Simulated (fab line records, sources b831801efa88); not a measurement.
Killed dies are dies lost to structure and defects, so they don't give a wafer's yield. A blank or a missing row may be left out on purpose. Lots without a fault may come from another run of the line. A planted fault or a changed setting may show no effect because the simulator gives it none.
Which tool did it? | flow gf180mcu | 11 lots, 33 wafers sampled, at 5 steps of a route of 602

WHAT THE GAUGES READ, wafer by wafer
GF_STI_THK_MEAS_04.
lot  | measured    | on            | STI_CVD_03_THK (nm)
L422 | day 1 19:40 | film_metro-02 | 208.9 208.4 209.1
L423 | day 1 19:39 | film_metro-01 | 209.2 210.7 208.7
L424 | day 2 03:47 | film_metro-01 | 208.4 207.8 209.4
L425 | day 2 09:34 | film_metro-01 | 210.1 208.4 210.6
L428 | day 2 19:34 | film_metro-03 | 207.0 205.7 207.3
L431 | day 3 12:23 | film_metro-01 | 207.1 209.0 208.4
L433 | day 3 21:43 | film_metro-03 | 208.9 207.6 209.2
L434 | day 4 06:12 | film_metro-02 | 211.1 209.2 212.3
L437 | day 4 16:34 | film_metro-02 | 208.0 208.9 208.5
L444 | day 6 04:17 | film_metro-01 | 160.3 157.9 158.9 160.3 157.8 158.6
L445 | day 6 08:34 | film_metro-02 | 208.1 208.6 209.2

GF_V2_OVL_MEAS_15.
lot  | measured     | on         | V2_OVL (nm)
L422 | day 20 23:46 | overlay-01 | -2 3 -6
L423 | day 21 00:28 | overlay-02 | -1 -4 1
L424 | day 21 12:20 | overlay-02 | 8 4 7
L425 | day 21 18:51 | overlay-01 | 1 3 -4
L428 | day 22 15:44 | overlay-01 | -5 -5 -11
L431 | day 24 05:45 | overlay-02 | -4 -5 -1
L433 | day 24 12:37 | overlay-02 | 10 0 10
L434 | day 24 21:36 | overlay-02 | 3 -2 2
L437 | day 25 15:11 | overlay-02 | 8 5 0
L444 | day 27 18:52 | overlay-01 | -1 0 -1
L445 | day 27 23:46 | overlay-01 | -11 6 -7

GF_V3_CD_MEAS_14: target cd 260 nm.
lot  | measured     | on        | cd_nm (nm)
L422 | day 23 01:35 | cd_sem-01 | 260.6 259.8 259.8
L423 | day 23 01:49 | cd_sem-02 | 260.3 260.3 260.5
L424 | day 23 14:02 | cd_sem-01 | 259.5 260.8 259.8
L425 | day 23 19:41 | cd_sem-01 | 259.9 261.3 260.5
L428 | day 24 15:49 | cd_sem-02 | 260.7 260.2 260.3
L431 | day 26 04:01 | cd_sem-01 | 259.2 260.6 259.3
L433 | day 26 09:40 | cd_sem-01 | 258.1 257.5 258.1
L434 | day 26 17:55 | cd_sem-01 | 258.9 259.1 259.9
L437 | day 27 11:11 | cd_sem-02 | 258.6 257.7 258.7
L444 | day 29 13:50 | cd_sem-01 | 258.8 259.1 259.5
L445 | day 29 17:56 | cd_sem-01 | 261.7 261.0 261.6

WHICH TOOL RAN EACH LOT (tool, then ch and the chambers of the sampled wafers, then the start)
lot  | GF_STI_CVD_03              | GF_STI_ETCH_13
L422 | lpcvd-02 ch 0, day 1 17:40 | rie_diel-03 ch 0,2,3, day 2 07:05
L423 | lpcvd-02 ch 1, day 1 17:40 | rie_diel-02 ch 1,2,3, day 2 07:18
L424 | lpcvd-01 ch 1, day 2 01:46 | rie_diel-01 ch 1,2,3, day 2 15:46
L425 | lpcvd-02 ch 1, day 2 06:35 | rie_diel-01 ch 0,2,3, day 2 22:23
L428 | lpcvd-01 ch 1, day 2 17:34 | rie_diel-01 ch 0,1,3, day 3 08:05
L431 | lpcvd-02 ch 0, day 3 09:25 | rie_diel-02 ch 0,2,3, day 4 02:22
L433 | lpcvd-01 ch 1, day 3 19:43 | rie_diel-02 ch 1,2,3, day 4 09:39
L434 | lpcvd-01 ch 0, day 4 04:13 | rie_diel-01 ch 0,1,2, day 4 19:00
L437 | lpcvd-02 ch 1, day 4 14:34 | rie_diel-01 ch 0,1,3, day 5 06:39
L444 | lpcvd-01 ch 0, day 6 02:18 | rie_diel-02 ch 0,1, day 6 19:33
L445 | lpcvd-02 ch 0, day 6 06:34 | rie_diel-01 ch 0,1, day 6 23:40
- GF_STI_CVD_03: deposits Si3N4 from DCS/NH3, target thk 207.16 nm, time 3551 s.
- GF_STI_ETCH_13: etches the open film in CHF3/O2, stops on Si, target depth 282.31 nm, time 112.9 s.

WHAT THE TOOLS THEMSELVES READ (means of the sampled wafers that have a number; where no wafer has one, the mark that the record gives instead)
GF_STI_CVD_03.
lot  | tool     | spike_tc_bottom_C (C) | spike_tc_centre_C (C) | spike_tc_lower_C (C) | spike_tc_top_C (C) | spike_tc_upper_C (C) | susceptor_temp_C (C)
L422 | lpcvd-02 | 789.6                 | 770.2                 | 771.5                | 787                | 769.8                | 770.0
L423 | lpcvd-02 | 787.1                 | 769.9                 | 770.1                | 785                | 768.8                | 770.2
L424 | lpcvd-01 | 792.0                 | 772.1                 | 770.3                | 784                | 771.5                | 770.3
L425 | lpcvd-02 | 788.7                 | 771.5                 | 769.4                | 786                | 769.3                | 770.2
L428 | lpcvd-01 | 791.7                 | 772.5                 | 769.4                | 785                | 771.3                | 769.8
L431 | lpcvd-02 | 789.4                 | 770.8                 | 771.5                | 787                | 770.6                | 769.3
L433 | lpcvd-01 | 792.5                 | 773.6                 | 769.1                | 784                | 769.9                | 770.1
L434 | lpcvd-01 | 793.6                 | 769.2                 | 771.7                | 777                | 770.2                | 770.4
L437 | lpcvd-02 | 788.0                 | 771.3                 | 770.0                | 784                | 769.5                | 769.6
L444 | lpcvd-01 | 780.7                 | 754.9                 | 758.6                | 765                | 755.8                | 756.6
L445 | lpcvd-02 | 789.2                 | 771.1                 | 772.6                | 787                | 769.2                | 769.9

GF_STI_ETCH_13.
lot  | tool        | bias_w (W) | drypump_motor_current_A (A) | oes_product_au (a.u.) | throttle_valve_pct (%)
L422 | rie_diel-03 | 199.8      | 5.3                         | 0.836                 | 8.816
L423 | rie_diel-02 | 200.4      | 5.6                         | 0.837                 | 8.806
L424 | rie_diel-01 | 200.4      | 6.1                         | 0.830                 | 8.816
L425 | rie_diel-01 | 200.2      | 6.1                         | 0.840                 | 8.803
L428 | rie_diel-01 | 200.1      | 6.3                         | 0.832                 | 8.817
L431 | rie_diel-02 | 200.1      | 5.7                         | 0.836                 | 8.811
L433 | rie_diel-02 | 199.9      | 5.6                         | 0.831                 | 8.805
L434 | rie_diel-01 | 199.7      | 6.0                         | 0.838                 | 8.813
L437 | rie_diel-01 | 199.6      | 6.3                         | 0.831                 | 8.812
L444 | rie_diel-02 | 200.0      | 5.4                         | 0.726                 | 8.777
L445 | rie_diel-01 | 200.0      | 6.2                         | 0.833                 | 8.810

THE ANSWER, worked out from the rows above alone
Rule: what is usual is taken from the lots themselves. Put in order of their means at a reading, lots are off if they are a third of the lots or fewer, leave a main group of 4 or more, and stand apart from it by a gap of 3 or more times the standard deviation of the main group's means; of several such gaps the widest counts. A main group whose means are all the same, to the digits that the tables above print for the reading, isn't used. A lot without any number at a reading at which 4 lots or more have one is off too. The other lots that the step has rows for count as sound. The gauges are gone through in route order, then the tools' own readings, and for those a lot's mean is taken as printed above. The first step at which some lot is off is used, and at that step the reading that is off furthest; a lot without a number counts as furthest.
Off: L444, at GF_STI_THK_MEAS_04 (STI_CVD_03_THK). The main group: mean 208.8 nm, standard deviation 1.
A tool fits if, at a process step before that reading, it ran every lot that is off, and no sound lot after the first of them. The gauges at GF_STI_THK_MEAS_04 aren't tried: what is off there is off at GF_STI_CVD_03 too, on other tools, and a gauge's error can't cause that. One fits: lpcvd-01 at GF_STI_CVD_03. Its last sound lot is L434 (day 4 04:13), its first lot that is off L444 (day 6 02:18): a fault that began between those two fits.
The tool's own readings at GF_STI_CVD_03 bear it out: on the lots that are off they differ by more than 5 times the standard deviation of the sound lots' means. spike_tc_centre_C reads 754.9 C there against 771.2 C on the sound lots; spike_tc_lower_C reads 758.6 C there against 770.6 C on the sound lots; spike_tc_top_C reads 765 C there against 785 C on the sound lots; spike_tc_upper_C reads 755.8 C there against 770.0 C on the sound lots; susceptor_temp_C reads 756.6 C there against 770.0 C on the sound lots.

WHAT THE SIMULATOR HAD PUT IN
Process parameter drift: lpcvd-01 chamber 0, from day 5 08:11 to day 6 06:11, at GF_STI_CVD_03. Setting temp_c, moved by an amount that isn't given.
Lots struck among those shown: L444. The rule above found the same.
